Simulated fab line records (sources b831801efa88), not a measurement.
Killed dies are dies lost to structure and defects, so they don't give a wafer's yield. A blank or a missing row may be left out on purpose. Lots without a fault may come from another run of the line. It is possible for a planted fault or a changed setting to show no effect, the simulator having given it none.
Matching of chambers -- flow sky130 -- SKY_VIA1_ETCH_14 on rieDiel-01: 4 sister chambers
The step etches BARC in N2/H2, stops on SiO2, time 45.9 s, target depth 60 nm. 14 wafers are shown with their chamber, then 7 later ones without.

== WAFERS, EACH WITH ITS CHAMBER ==
wafer,chamber,drypumpMotorCurrentA (A),oesProductAu (a.u.),throttleValvePct (%)
L080.1,2,5.4,0.851,13.230
L080.4,0,5.2,0.848,13.215
L080.5,1,4.9,0.853,13.220
L079.1,1,4.9,0.848,13.227
L079.2,3,5.7,0.859,13.218
L079.6,1,4.9,0.862,13.231
L086.4,2,5.4,0.856,13.225
L086.5,1,4.9,0.855,13.219
L086.6,2,5.4,0.858,13.235
L087.2,1,5.0,0.860,13.245
L087.4,3,5.7,0.859,13.226
L087.6,1,5.0,0.863,13.223
L089.2,3,5.7,0.853,13.227
L089.3,1,5.0,0.855,13.219

SIGNATURES (means of the wafers above)
reading,chamber 0,chamber 1,chamber 2,chamber 3,scatter within a chamber
drypumpMotorCurrentA,5.200,4.943,5.400,5.700,0.0414
oesProductAu,0.84800,0.85657,0.85500,0.85700,0.00473
throttleValvePct,13.21500,13.22629,13.23000,13.22367,0.00793
Rule: a wafer lies at a distance from a chamber equal to the root of the sum of squares, over the readings, of (its reading less the chamber's mean, divided by the reading's scatter). The wafer belongs to the nearest chamber; if the next one is less than 2 further off, it can't be placed. The scatter: the root of (the sum of the squares of (reading less its chamber's mean) over the shown wafers, divided by (wafers less chambers)).

== WAFERS WHOSE CHAMBER IS MISSING ==
wafer,drypumpMotorCurrentA (A),oesProductAu (a.u.),throttleValvePct (%)
L089.5,5.4,0.847,13.226
L091.1,5.2,0.846,13.239
L091.2,5.7,0.862,13.220
L091.4,4.9,0.858,13.230
L096.1,5.4,0.856,13.230
L096.2,5.7,0.858,13.238
L096.5,5.4,0.853,13.224

== CHAMBER TAKEN BY EACH ==
wafer,from the rows above,in truth
L089.5,2,2
L091.1,0,0
L091.2,3,3
L091.4,1,1
L096.1,2,2
L096.2,3,3
L096.5,2,2
7 of 7 placed correctly. Left unplaced by these rows: 0. 0 placed wrongly.
